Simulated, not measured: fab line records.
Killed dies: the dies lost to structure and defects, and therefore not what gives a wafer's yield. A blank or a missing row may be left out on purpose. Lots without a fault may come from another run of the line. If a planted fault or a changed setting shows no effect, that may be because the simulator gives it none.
A struck lot beside a sound one | flow sky130 | 44 steps out of a route of 708
Sound: wafers L504.1, L504.4, L504.6. Wafers struck: L512.1, L512.3, L512.6. Last of all comes the cause.
Order at every step that has rows: each side's tool, ch and its chambers, its first start. Under that, the readings that differ: sound wafers | struck wafers | difference of the means | sigmas: that difference in standard deviations of wafers without a fault.
alike: readings with means less than 2 such deviations apart, plus words and numbers identical on both sides. not compared: withheld readings, readings lacking a value on some wafer, bounds such as >300 that could conceal the same value, and numbers that have no deviation in the record and whose values overlap.
Wherever a step has rows on one side only, a row that says differs or no value, or a row with sigmas, the two part there. When numbers do not overlap yet have no deviation, they are printed without sigmas and do not part them. Lack of a reading on every wafer of one side parts them only where that side has two or more wafers.

first, 5 steps without rows for these wafers: SKY_FIELD_ISO_WET_ETCH_18 (etches Si3N4 in H3PO4, target depth 25 nm, time 286 s); SKY_FIELD_ISO_CLEAN_19 (cleans in SC1/SC2, time 150 s); SKY_FIELD_ISO_CLEAN_20 (cleans in dHF, time 20 s); SKY_FIELD_ISO_WET_ETCH_21 (etches SiO2 in dHF, target depth 20 nm, time 400 s); SKY_FIELD_ISO_OXIDATION_22 (stabilise 600 s, purge 300 s, target thk 10 nm).
SKY_FIELD_ISO_THK_MEAS_23:
  sound on filmMetro-02, day 3 00:23; struck on filmMetro-02, day 4 13:41
  alike: FIELD_ISO_OXIDATION_01_THK
then, 1 step without rows for these wafers: SKY_FIELD_ISO_CVD_24 (deposits SiO2, target thk 595 nm, time 99.2 s).
SKY_FIELD_ISO_THK_MEAS_25:
  sound on filmMetro-02, day 3 00:31; struck on filmMetro-02, day 4 13:50
  alike: FIELD_ISO_CVD_24_THK
then, 1 step without rows for these wafers: SKY_FIELD_ISO_ANNEAL_26 (time 1800 s).
SKY_FIELD_ISO_CMP_27: polishes, stops on Si3N4, t overpolish 16 s, target thk 457.8 nm.
  sound on cmp-01 ch 0,1, day 3 03:37; struck on cmp-02 ch 1,2, day 4 16:46
  alike: motorCurrentA, overpolishRunS, timeToEndpointS
then, 2 steps without rows for these wafers: SKY_FIELD_ISO_WET_ETCH_28 (etches SiO2 in dHF, target depth 23.7 nm, time 47 s); SKY_FIELD_ISO_WET_ETCH_29 (etches Si3N4 in H3PO4, target depth 160 nm, time 1825 s).
SKY_FIELD_ISO_WET_ETCH_30: etches SiO2 in dHF, target depth 25 nm, time 50 s.
  sound on wetBench-02 ch 0, day 3 04:29; struck on wetBench-01 ch 0, day 4 17:38
reading                                   | sound             | struck            | difference | sigmas
runLengthS (s)                            | 75 75 75          | 57 57 57          | -18        | -5
model.SiO2_of_FIELD_ISO_CVD_24.thkNm (nm) | 404.3 403.7 403.6 | 417.8 418.7 419.1 | +14.7      | 
then, 2 steps without rows for these wafers: SKY_NWELL_CLEAN_00 (cleans in SC1/SC2, time 150 s); SKY_NWELL_OXIDATION_01 (stabilise 600 s, purge 300 s, target thk 10 nm).
SKY_NWELL_THK_MEAS_02:
  sound on filmMetro-03, day 3 07:30; struck on filmMetro-02, day 4 22:21
  alike: NWELL_OXIDATION_THK
then, 8 steps without rows for these wafers: SKY_DNWELL_DEHYDRATE_00 (time 60 s); SKY_DNWELL_HMDS_01 (prime time 60 s); SKY_DNWELL_COAT_02 (resist thk 3000 nm); SKY_DNWELL_SOFTBAKE_03; SKY_DNWELL_EXPOSE_04 (exposes mask DNM, target cd 3000 nm); SKY_DNWELL_PEB_05; SKY_DNWELL_DEVELOP_06 (develop time 60 s); SKY_DNWELL_IMPLANT_07.
SKY_DNWELL_STRIP_08: strips in O2/N2.
  sound on plasmaAsher-04 ch 0,1, day 4 00:06; struck on plasmaAsher-01 ch 0, day 5 15:06
  alike: drypumpMotorCurrentA, oesProductAu, stripTimeToEndpointS
  not compared: rfHoursCounterH
SKY_DNWELL_TW_MEAS_09:
  sound on filmMetro-03, day 4 00:12; struck on filmMetro-03, day 5 15:12
  alike: DNWELL_TW
then, 7 steps without rows for these wafers: SKY_PWDE_DEHYDRATE_00 (time 60 s); SKY_PWDE_HMDS_01 (prime time 60 s); SKY_PWDE_COAT_02 (resist thk 3000 nm); SKY_PWDE_SOFTBAKE_03; SKY_PWDE_EXPOSE_04 (exposes mask PWDEM, target cd 840 nm); SKY_PWDE_PEB_05; SKY_PWDE_DEVELOP_06 (develop time 60 s).
SKY_PWDE_OVL_MEAS_07:
  sound on overlay-01, day 4 16:48; struck on overlay-01, day 6 09:12
reading       | sound          | struck      | difference | sigmas
PWDE_OVL (nm) | -1.8 -2.0 -0.5 | 3.3 2.2 1.3 | +3.7       | +2
after that, 1 step had no rows for these wafers: SKY_PWDE_IMPLANT_08.
SKY_PWDE_STRIP_09: strips in O2/N2.
  sound on plasmaAsher-03 ch 0,1, day 4 16:59; struck on plasmaAsher-03 ch 0,1, day 6 09:23
reading                  | sound             | struck            | difference | sigmas
stripTimeToEndpointS (s) | 36.82 36.83 36.69 | 36.92 37.07 36.91 | +0.19      | +2
  alike: drypumpMotorCurrentA, oesProductAu
  not compared: rfHoursCounterH
SKY_PWDE_TW_MEAS_10:
  sound on filmMetro-04, day 4 17:05; struck on filmMetro-03, day 6 09:29
reading | sound       | struck      | difference | sigmas
PWDE_TW | 378 377 376 | 368 368 370 | -8         | -2
then, 5 steps without rows for these wafers: SKY_NWELL_DEHYDRATE_03 (time 60 s); SKY_NWELL_HMDS_04 (prime time 60 s); SKY_NWELL_COAT_05 (resist thk 3000 nm); SKY_NWELL_SOFTBAKE_06; SKY_NWELL_EXPOSE_07 (exposes mask NWM, target cd 840 nm).
-- the record jumps here: 25 days lie between the struck wafers' starts before and after (it left off in module NWELL and takes up again in module SALICIDE, whose first step shown is number 361 of the route) --
SKY_SALICIDE_CLEAN_00: cleans in HF-last, time 30 s.
  sound on wetBench-01 ch 1, day 29 09:08; struck on wetBench-04 ch 3, day 31 12:12
reading                                   | sound             | struck            | difference | sigmas
model.SiO2_of_FIELD_ISO_CVD_24.thkNm (nm) | 358.1 357.7 357.4 | 371.8 372.6 373.1 | +14.8      | 
-- the record jumps here: 17 days lie between the struck wafers' starts before and after (it left off in module SALICIDE and takes up again in module PAD_OPEN, whose first step shown is number 708 of the route) --
SKY_PAD_OPEN_PROBE_99:
  sound on prober-02, day 46 18:49; struck on prober-02, day 48 05:41
reading                               | sound                         | struck                        | difference | sigmas
killedAtFrontEnd                      | 16 29 14                      | 16 8 7                        | -9         | -2
killedAtOther                         | 3 2 1                         | 1 0 0                         | -2         | -3
model.etest.res_p_drift_20v.lineOhmUm | 1.155e+04 1.122e+04 1.144e+04 | 1.22e+04 1.279e+04 1.253e+04  | +1.10e+03  | 
model.etest.res_p_drift_20v.rsOhmSq   | 9610 9401 9671                | 1.011e+04 1.051e+04 1.034e+04 | +7.593e+02 | 
model.etest.pfet_16v.rOnOhmUm         | 1.541e+04 1.521e+04 1.533e+04 | 1.596e+04 1.609e+04 1.603e+04 | +7.100e+02 | 
model.etest.resNwell.rsOhmSq          | 957.3 938.5 956.8             | 1047 1078 1076                | +116       | 
model.etest.fieldP.vtV (V)            | -42.08 -41.43 -42             | -45.15 -46.13 -45.95          | -3.91      | 
model.etest.fieldN.vtV (V)            | 35.88 35.46 35.81             | 36.65 36.86 36.78             | +1.05      | 
  alike: killed_at_M0_to_M3, killed_at_M4_up, killedAtContacts, killedDies, killedOpen, killedShort
  not compared: model.etest.capLiToPoly.cAfUm2, model.etest.capPolyToWell.cAfUm2

## WHERE THEY PART
At SKY_FIELD_ISO_WET_ETCH_30 first; at SKY_PAD_OPEN_PROBE_99 last (within this record only).

WHY: what had been put in by the simulator
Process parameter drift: wetBench-01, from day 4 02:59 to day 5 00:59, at SKY_FIELD_ISO_WET_ETCH_30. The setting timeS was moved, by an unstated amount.
